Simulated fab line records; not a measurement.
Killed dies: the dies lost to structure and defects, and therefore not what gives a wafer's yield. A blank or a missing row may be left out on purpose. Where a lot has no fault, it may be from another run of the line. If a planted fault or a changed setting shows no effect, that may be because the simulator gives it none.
Commonality check across tools + flow sky130 + 13 lots and 39 wafers in the sample

== REASON FOR OPENING ==
At SKY_VT_ADJUST_LVTN_TW_MEAS_21 the reading VT_ADJUST_LVTN_2_TW is flagged on 2 of 13 lots. No-fault wafers: 188.4, standard deviation 1.4.
Rule: a lot is flagged in two cases, either no wafer of it has a number, or all its wafers with numbers fall more than 4 standard deviations from that mean. The rest of the lots are taken to be sound.

| lot  | measured     | on            | VT_ADJUST_LVTN_2_TW, wafer by wafer | flag    |
|------|--------------|---------------|-------------------------------------|---------|
| L263 | day 8 11:41  | film-metro-04 | 187.0 186.5 187.1                   |         |
| L265 | day 8 13:38  | film-metro-01 | 191.3 190.4 191.6                   |         |
| L264 | day 8 13:46  | film-metro-02 | 188.1 187.9 188.6                   |         |
| L266 | day 8 15:07  | film-metro-01 | 190.5 189.9 190.4                   |         |
| L267 | day 9 01:17  | film-metro-04 | 186.8 187.7 186.1                   |         |
| L268 | day 9 05:54  | film-metro-04 | 187.1 186.5 187.4                   |         |
| L270 | day 9 19:38  | film-metro-01 | 190.8 190.5 190.3                   |         |
| L271 | day 10 03:14 | film-metro-04 | 185.8 186.1 186.1                   |         |
| L277 | day 11 21:01 | film-metro-04 | 177.6 176.7 176.7                   | FLAGGED |
| L279 | day 12 07:19 | film-metro-01 | 179.0 178.4 178.4                   | FLAGGED |
| L282 | day 13 03:03 | film-metro-02 | 187.7 188.3 186.7                   |         |
| L283 | day 13 08:20 | film-metro-04 | 188.8 188.4 188.7                   |         |
| L286 | day 14 12:56 | film-metro-01 | 189.2 189.5 189.4                   |         |
The numbers of the flagged lots are 177.8 on average: -10.6 against the usual, or -8 standard deviations.

== WHICH TOOL RAN EACH LOT ==
The record keeps 1 process step preceding the reading, out of 708 steps on the route. In each cell: the tool, then ch and the chambers that the sampled wafers went through, then the start.
| lot  | flag    | SKY_VT_ADJUST_LVTN_IMPLANT_19   |
|------|---------|---------------------------------|
| L263 |         | implanter-02 ch 0, day 8 11:28  |
| L265 |         | implanter-04 ch 0, day 8 13:26  |
| L264 |         | implanter-02 ch 0, day 8 13:31  |
| L266 |         | implanter-03 ch 0, day 8 14:54  |
| L267 |         | implanter-04 ch 0, day 9 01:02  |
| L268 |         | implanter-03 ch 0, day 9 05:39  |
| L270 |         | implanter-02 ch 0, day 9 19:23  |
| L271 |         | implanter-03 ch 0, day 10 02:59 |
| L277 | FLAGGED | implanter-02 ch 0, day 11 20:49 |
| L279 | FLAGGED | implanter-02 ch 0, day 12 07:04 |
| L282 |         | implanter-03 ch 0, day 13 02:48 |
| L283 |         | implanter-03 ch 0, day 13 08:07 |
| L286 |         | implanter-03 ch 0, day 14 12:41 |
What these steps do:
- SKY_VT_ADJUST_LVTN_IMPLANT_19
- SKY_VT_ADJUST_LVTN_TW_MEAS_21

== FLAGGED AGAINST TOTAL, ONE TOOL AT A TIME (gauges that did the reading follow at the end) ==
| step                          | tool          | lots run | flagged | share of the flagged lots | sound lots run after its first flagged lot |
|-------------------------------|---------------|----------|---------|---------------------------|--------------------------------------------|
| SKY_VT_ADJUST_LVTN_IMPLANT_19 | implanter-02  | 5        | 2       | all                       | 0                                          |
| SKY_VT_ADJUST_LVTN_IMPLANT_19 | implanter-03  | 6        | 0       | none                      | -                                          |
| SKY_VT_ADJUST_LVTN_IMPLANT_19 | implanter-04  | 2        | 0       | none                      | -                                          |
| SKY_VT_ADJUST_LVTN_TW_MEAS_21 | film-metro-01 | 5        | 1       | some                      | 1 (L286)                                   |
| SKY_VT_ADJUST_LVTN_TW_MEAS_21 | film-metro-02 | 2        | 0       | none                      | -                                          |
| SKY_VT_ADJUST_LVTN_TW_MEAS_21 | film-metro-04 | 6        | 1       | some                      | 1 (L283)                                   |

== WHAT THE TABLE ALLOWS ==
In the table, 1 row covers all flagged lots: implanter-02 at SKY_VT_ADJUST_LVTN_IMPLANT_19.
- implanter-02 at SKY_VT_ADJUST_LVTN_IMPLANT_19: 2 of its 5 lots flagged. It ran its last sound lot, L270, at day 9 19:23 and its first flagged lot, L277, at day 11 20:49: a fault with its onset between the two fits.
One tool is left: implanter-02 at SKY_VT_ADJUST_LVTN_IMPLANT_19.

== WHAT THE SIMULATOR HAD PUT IN ==
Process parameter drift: implanter-02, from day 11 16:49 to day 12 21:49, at SKY_VT_ADJUST_LVTN_IMPLANT_19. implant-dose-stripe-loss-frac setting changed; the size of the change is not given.
Lots struck among those shown: L277, L279. The rule given above showed the same thing.
